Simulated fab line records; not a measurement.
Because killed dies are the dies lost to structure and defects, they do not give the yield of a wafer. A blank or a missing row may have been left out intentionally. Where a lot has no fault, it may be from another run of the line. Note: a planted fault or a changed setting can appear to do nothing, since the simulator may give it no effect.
fab line records    flow gf180mcu
record: lots: 5  wafers: 15  last_day: 34
route steps=602 shown PASSIVATION@587
lots that met no fault: taken from a fault-free run of the same line
start_h: start of the lot's first displayed wafer, in hours after the record's first day    wait_h: hours from the lot's prior step to this one    " the same as in the row above    L1.1+2: a single row standing in for several wafers    - no value, or no start given    * or withheld: withheld    < > ~ a bound
route shown NAME@n: NAME is a module with steps in the file, n the number in the route of the first one    usual: the fault-free wafers' mean and standard deviation    same: alike in all rows    chamber/n: place in a boat    sites: per-site readings    _std_site: how widely they spread, as a standard deviation    _edge_site: outer sites' mean less inner sites'    radius_mm: how far each site lies from the wafer's centre    mask NAME#n: copy n    behind: the most recent tool/chamber to have shaped the wafer    hold: why the lot went on hold/how many hours it stayed there/how the hold came to an end    device: which transistor (n, p or np) failed to switch    end of line: at the end of the route, the tests of the same wafers    for a step that has no rows: nothing shown but its recipe    killed: dies that structure and defects cost at the first sort, which is not the same as the wafer's yield    map: shows each die of a wafer: x if killed, . if not, _ if none is there
set.NAME: setting as actually run; set.NAME@STEP: the setting as run at that earlier step    model.NAME: the simulator's own value behind a step, which no gauge read
lots at some steps of the route; a table a step, a row a wafer
services: when a tool's chamber went out of use (start_h, in hours from the record's first day, below 0 if earlier), for how many hours, and the reason
== steps ==
step: GF_PASSIVATION_CVD_00
recipe: material: SiO2  target_thk_nm: 1000  precursor: TEOS  temp_c: 400  time_s: 111.95  rf_w: 600
usual: heater_power_w: 639/74  susceptor_temp_C: 399.99/0.22
lot.wafer  tool      chamber  start_h  wait_h  heater_power_w  susceptor_temp_C
L082.1     pecvd-04  2        704.49   0.0     722             400.22
L082.4     "         1        "        "       702             399.99
L082.5     "         2        "        "       575             400.41
L088.1     pecvd-04  2        744.17   0.0     690             399.95
L088.4     "         0        "        "       601             400.25
L088.5     "         2        "        "       707             399.84
L089.1     pecvd-03  2        753.21   0.0     638             400.17
L089.4     "         1        "        "       616             399.61
L089.5     "         2        "        "       713             400.23
L090.2     pecvd-04  2        762.00   0.0     693             399.88
L090.3     "         1        "        "       673             400.06
L090.6     "         1        "        "       722             399.93
L097.2     pecvd-04  2        809.52   0.0     677             399.81
L097.5     "         2        "        "       716             400.02
L097.6     "         1        "        "       711             400.00
step: GF_PASSIVATION_THK_MEAS_01
recipe: reads: SiO2_of_PASSIVATION_CVD_00
usual: PASSIVATION_CVD_00_THK: 1003/13
lot.wafer  tool           chamber  start_h  wait_h  PASSIVATION_CVD_00_THK[nm]
L082.1     film_metro-04  -        704.57   0.0     993
L082.4     "              -        "        "       1008
L082.5     "              -        "        "       997
L088.1     film_metro-03  -        744.25   0.0     984
L088.4     "              -        "        "       1004
L088.5     "              -        "        "       992
L089.1     film_metro-03  -        753.29   0.0     979
L089.4     "              -        "        "       998
L089.5     "              -        "        "       992
L090.2     film_metro-03  -        762.09   0.0     984
L090.3     "              -        "        "       997
L090.6     "              -        "        "       1017
L097.2     film_metro-02  -        809.61   0.0     990
L097.5     "              -        "        "       1000
L097.6     "              -        "        "       1001
step: GF_PASSIVATION_CVD_02
recipe: material: Si3N4  target_thk_nm: 700  time_s: 486.18  temp_c: 400  rf_w: 450
usual: heater_power_w: 687/69  susceptor_temp_C: 400.00/0.2
lot.wafer  tool      chamber  start_h  wait_h  heater_power_w  susceptor_temp_C
L082.1     pecvd-03  2        704.63   0.1     728             399.93
L082.4     "         1        "        "       697             399.95
L082.5     "         0        "        "       746             400.05
L088.1     pecvd-03  0        744.31   0.1     608             400.19
L088.4     "         0        "        "       659             399.92
L088.5     "         1        "        "       714             399.98
L089.1     pecvd-04  2        753.35   0.1     669             400.00
L089.4     "         2        "        "       720             400.12
L089.5     "         0        "        "       659             400.20
L090.2     pecvd-03  1        762.14   0.0     714             400.00
L090.3     "         2        "        "       689             399.84
L090.6     "         1        "        "       579             399.91
L097.2     pecvd-02  2        809.66   0.0     644             399.57
L097.5     "         1        "        "       676             400.24
L097.6     "         2        "        "       671             399.87
step: GF_PASSIVATION_THK_MEAS_03
recipe: reads: Si3N4_of_PASSIVATION_CVD_02
usual: PASSIVATION_CVD_02_THK: 702/8.8
lot.wafer  tool           chamber  start_h  wait_h  PASSIVATION_CVD_02_THK[nm]
L082.1     film_metro-03  -        704.92   0.1     697
L082.4     "              -        "        "       711
L082.5     "              -        "        "       698
L088.1     film_metro-04  -        744.60   0.1     691
L088.4     "              -        "        "       695
L088.5     "              -        "        "       702
L089.1     film_metro-02  -        753.63   0.1     692
L089.4     "              -        "        "       712
L089.5     "              -        "        "       714
L090.2     film_metro-03  -        762.43   0.2     704
L090.3     "              -        "        "       687
L090.6     "              -        "        "       706
L097.2     film_metro-03  -        809.96   0.2     699
L097.5     "              -        "        "       711
L097.6     "              -        "        "       703
step: GF_PASSIVATION_DEHYDRATE_04
recipe: temp_c: 200  time_s: 60
usual: exhaust_pa: 45.1/0.91
lot.wafer  tool            chamber  start_h  wait_h  exhaust_pa
L082.1     litho_track-02  0        713.22   8.3     44.8
L082.4     "               0        "        "       44.2
L082.5     "               0        "        "       45.0
L088.1     litho_track-02  0        752.32   7.7     45.7
L088.4     "               0        "        "       45.6
L088.5     "               0        "        "       45.3
L089.1     litho_track-01  0        761.10   7.5     46.0
L089.4     "               0        "        "       44.2
L089.5     "               0        "        "       44.0
L090.2     litho_track-01  0        769.22   6.8     44.3
L090.3     "               0        "        "       43.6
L090.6     "               0        "        "       43.9
L097.2     litho_track-03  0        817.04   7.1     45.7
L097.5     "               0        "        "       46.0
L097.6     "               0        "        "       46.2
step: GF_PASSIVATION_HMDS_05
recipe: prime_time_s: 60  prime_temp_c: 120
usual: exhaust_pa: 44.9/0.79  prime_temp_c: 120.02/0.14
lot.wafer  tool            chamber  start_h  wait_h  exhaust_pa  prime_temp_c
L082.1     litho_track-02  0        713.37   0.1     44.2        120.06
L082.4     "               0        "        "       44.9        120.35
L082.5     "               0        "        "       46.8        120.10
L088.1     litho_track-02  0        752.47   0.1     45.2        120.18
L088.4     "               0        "        "       45.2        120.02
L088.5     "               0        "        "       45.4        120.12
L089.1     litho_track-01  0        761.25   0.1     45.1        119.79
L089.4     "               0        "        "       44.0        119.94
L089.5     "               0        "        "       44.1        119.91
L090.2     litho_track-01  0        769.37   0.1     44.7        120.25
L090.3     "               0        "        "       43.5        120.12
L090.6     "               0        "        "       43.8        120.03
L097.2     litho_track-03  0        817.19   0.1     45.8        120.30
L097.5     "               0        "        "       44.9        119.99
L097.6     "               0        "        "       44.4        120.17
step: GF_PASSIVATION_COAT_06
recipe: spin_rpm: 2000  resist_thk_nm: 4000
usual: dispense_pressure_kPa: 51/3.5  exhaust_pa: 44.7/0.91
lot.wafer  tool            chamber  start_h  wait_h  dispense_pressure_kPa  exhaust_pa
L082.1     litho_track-02  0        713.52   0.1     50                     44.2
L082.4     "               0        "        "       50                     46.0
L082.5     "               0        "        "       50                     44.5
L088.1     litho_track-02  0        752.62   0.1     50                     46.5
L088.4     "               0        "        "       50                     45.8
L088.5     "               0        "        "       50                     44.7
L089.1     litho_track-01  0        761.40   0.1     56                     44.5
L089.4     "               0        "        "       56                     44.3
L089.5     "               0        "        "       56                     44.9
L090.2     litho_track-01  0        769.52   0.1     56                     44.2
L090.3     "               0        "        "       56                     45.3
L090.6     "               0        "        "       56                     44.9
L097.2     litho_track-03  0        817.34   0.1     47                     44.0
L097.5     "               0        "        "       47                     44.8
L097.6     "               0        "        "       47                     45.0
step: GF_PASSIVATION_SOFTBAKE_07
recipe: temp_c: 110  time_s: withheld
usual: exhaust_pa: 44.9/0.83
lot.wafer  tool            chamber  start_h  wait_h  exhaust_pa
L082.1     litho_track-02  0        713.67   0.1     44.6
L082.4     "               0        "        "       44.2
L082.5     "               0        "        "       45.4
L088.1     litho_track-02  0        752.77   0.1     43.0
L088.4     "               0        "        "       45.7
L088.5     "               0        "        "       43.6
L089.1     litho_track-01  0        761.55   0.1     44.6
L089.4     "               0        "        "       44.4
L089.5     "               0        "        "       46.0
L090.2     litho_track-01  0        769.68   0.1     46.2
L090.3     "               0        "        "       45.2
L090.6     "               0        "        "       44.9
L097.2     litho_track-03  0        817.50   0.1     44.9
L097.5     "               0        "        "       44.1
L097.6     "               0        "        "       45.5
step: GF_PASSIVATION_EXPOSE_08
recipe: mask_id: Pad  target_cd_nm: 40000  na: 0.57  dose_mj: 310
lot.wafer   tool              chamber  start_h  wait_h  mask
L082.1+4+5  iline_stepper-02  0        -        -       Pad#0
L088.1+4+5  iline_stepper-02  0        -        -       Pad#0
L089.1+4+5  iline_stepper-01  0        -        -       Pad#0
L090.2+3+6  iline_stepper-02  0        -        -       Pad#0
L097.2+5+6  iline_stepper-02  0        -        -       Pad#0
step: GF_PASSIVATION_PEB_09
recipe: temp_c: 115  time_s: withheld
usual: exhaust_pa: 45.0/0.83
lot.wafer  tool            chamber  start_h  wait_h  exhaust_pa
L082.1     litho_track-02  0        -        -       44.5
L082.4     "               0        "        "       44.5
L082.5     "               0        "        "       45.2
L088.1     litho_track-02  0        -        -       46.0
L088.4     "               0        "        "       45.1
L088.5     "               0        "        "       45.6
L089.1     litho_track-02  0        -        -       45.4
L089.4     "               0        "        "       46.2
L089.5     "               0        "        "       44.8
L090.2     litho_track-03  0        -        -       45.6
L090.3     "               0        "        "       44.7
L090.6     "               0        "        "       44.7
L097.2     litho_track-01  0        -        -       43.9
L097.5     "               0        "        "       44.7
L097.6     "               0        "        "       44.3
step: GF_PASSIVATION_DEVELOP_10
recipe: develop_time_s: 60  dev_temp_c: 23
usual: developer_temp_C: 22.99/0.097  exhaust_pa: 45.0/0.81
lot.wafer  tool            chamber  start_h  wait_h  developer_temp_C  exhaust_pa
L082.1     litho_track-02  0        -        -       22.97             44.9
L082.4     "               0        "        "       22.97             44.0
L082.5     "               0        "        "       22.96             44.6
L088.1     litho_track-02  0        -        -       22.86             45.4
L088.4     "               0        "        "       22.87             47.1
L088.5     "               0        "        "       22.91             45.2
L089.1     litho_track-02  0        -        -       23.11             44.4
L089.4     "               0        "        "       23.14             46.5
L089.5     "               0        "        "       23.12             44.5
L090.2     litho_track-03  0        -        -       23.05             46.3
L090.3     "               0        "        "       23.02             44.6
L090.6     "               0        "        "       23.09             46.2
L097.2     litho_track-01  0        -        -       23.03             45.6
L097.5     "               0        "        "       22.88             44.9
L097.6     "               0        "        "       22.90             45.2
step: GF_PASSIVATION_ETCH_11
recipe: chemistry: CF4/O2  target_depth_nm: 2040  stop_on: TiN  source_w: 800  bias_w: 150  pressure_mtorr: 150  cf4_flow_sccm: 80  O2_flow_sccm: 10  time_s: 453.3
usual: drypump_motor_current_A: 5.7/0.54  oes_product_au: 0.989/0.0055  throttle_valve_pct: 5.967/0.01
lot.wafer  tool         chamber  start_h  wait_h  drypump_motor_current_A  oes_product_au  rf_hours_counter_h  throttle_valve_pct
L082.1     rie_diel-01  2        722.42   -       6.2                      0.996           28                  5.968
L082.4     "            1        "        "       4.7                      0.994           27                  5.966
L082.5     "            0        "        "       5.3                      0.996           -                   5.972
L088.1     rie_diel-03  2        761.12   -       5.6                      0.989           2                   5.987
L088.4     "            3        "        "       5.7                      0.989           11                  5.939
L088.5     "            0        "        "       4.8                      0.989           -                   5.973
L089.1     rie_diel-02  0        769.37   -       5.5                      0.987           12                  5.978
L089.4     "            0        "        "       5.5                      0.992           -                   5.963
L089.5     "            2        "        "       6.5                      0.975           -                   5.949
L090.2     rie_diel-02  2        777.86   -       6.5                      0.982           11                  5.945
L090.3     "            0        "        "       5.5                      0.996           12                  5.964
L090.6     "            2        "        "       6.5                      0.985           -                   5.975
L097.2     rie_diel-02  3        824.60   -       5.9                      0.985           32                  5.978
L097.5     "            2        "        "       6.4                      0.985           -                   5.973
L097.6     "            1        "        "       5.8                      0.992           -                   5.962
step: GF_PASSIVATION_STRIP_12
recipe: chemistry: O2/N2  power_w: 1417  pressure_mtorr: 1500  platen_temp_c: 250  o2_flow_sccm: 3000  n2_flow_sccm: 300  overash_fraction: 0.5
usual: drypump_motor_current_A: 5.6/0.38  heater_power_w: 340/31  oes_product_au: 0.723/0.0047  strip_time_to_endpoint_s: 32.62/0.2
lot.wafer  tool             chamber  start_h  wait_h  drypump_motor_current_A  heater_power_w  oes_product_au  rf_hours_counter_h  strip_time_to_endpoint_s
L082.1     plasma_asher-01  0        722.68   0.1     5.6                      316             0.728           97                  32.23
L082.4     "                1        "        "       5.0                      347             0.733           -                   32.38
L082.5     "                0        "        "       5.6                      304             0.728           -                   32.54
L088.1     plasma_asher-01  0        761.38   0.1     5.6                      317             0.726           102                 32.46
L088.4     "                1        "        "       5.0                      343             0.723           -                   32.45
L088.5     "                1        "        "       5.0                      343             0.729           -                   32.12
L089.1     plasma_asher-01  0        769.63   0.1     5.6                      299             0.729           103                 32.91
L089.4     "                0        "        "       5.6                      303             0.727           -                   32.57
L089.5     "                1        "        "       5.0                      341             0.724           -                   32.85
L090.2     plasma_asher-02  0        778.13   0.1     5.8                      381             0.728           35                  32.58
L090.3     "                1        "        "       5.5                      361             0.722           -                   32.58
L090.6     "                0        "        "       5.8                      374             0.717           -                   32.74
L097.2     plasma_asher-04  0        824.87   0.1     5.6                      380             0.719           9                   32.71
L097.5     "                1        "        "       6.2                      299             0.725           -                   32.76
L097.6     "                0        "        "       5.6                      384             0.721           -                   32.77
step: GF_PASSIVATION_ANNEAL_13
recipe: temp_c: 400  time_s: 1800  ambient: N2/H2  idle_temp_c: 300  ramp_up_c_per_min: 10  ramp_down_c_per_min: 3
lot.wafer   tool        chamber  start_h  wait_h
L082.1+4+5  furnace-02  0        722.78   0.1
L088.1+4+5  furnace-02  0        761.48   0.1
L089.1+4+5  furnace-01  0        769.73   0.1
L090.2+3+6  furnace-02  0        778.23   0.1
L097.2+5+6  furnace-01  0        824.97   0.1
step: GF_PASSIVATION_BOW_MEAS_14
recipe: mode: bow
usual: PASSIVATION_BOW: 138/10
lot.wafer  tool           chamber  start_h  wait_h  PASSIVATION_BOW[um]
L082.1     film_metro-02  -        724.28   0.0     129
L082.4     "              -        "        "       131
L082.5     "              -        "        "       131
L088.1     film_metro-02  -        762.98   0.0     142
L088.4     "              -        "        "       134
L088.5     "              -        "        "       137
L089.1     film_metro-03  -        771.23   0.0     143
L089.4     "              -        "        "       149
L089.5     "              -        "        "       152
L090.2     film_metro-04  -        779.75   0.0     125
L090.3     "              -        "        "       116
L090.6     "              -        "        "       125
L097.2     film_metro-03  -        826.49   0.0     152
L097.5     "              -        "        "       148
L097.6     "              -        "        "       138
== services ==
tool              chamber  start_h  hours  kind
iline_stepper-01  -        704.59   2.4    repair
iline_stepper-02  -        707.04   1.7    pm
plasma_asher-02   -        711.06   1.4    repair
plasma_asher-01   -        711.62   2.2    repair
rie_diel-02       1        732.62   4.6    repair
plasma_asher-04   -        733.75   9.0    pm
iline_stepper-01  -        737.00   2.6    repair
pecvd-04          -        740.92   1.4    repair
plasma_asher-02   -        744.40   0.7    repair
rie_diel-02       0        745.69   7.2    repair
iline_stepper-01  -        747.91   1.7    pm
rie_diel-01       3        770.52   5.9    repair
rie_diel-02       1        780.43   1.4    repair
pecvd-02          -        784.09   1.5    repair
pecvd-03          -        784.80   0.4    repair
furnace-01        -        784.91   3.6    pm
rie_diel-01       0        793.66   3.3    repair
rie_diel-02       0        797.43   5.8    repair
furnace-02        -        802.78   4.2    pm
pecvd-02          -        804.67   1.5    repair
plasma_asher-01   -        805.86   6.9    repair
furnace-02        -        807.00   3.3    pm
iline_stepper-01  -        816.55   4.4    repair
furnace-01        -        817.68   3.8    pm
== key ==
fault none
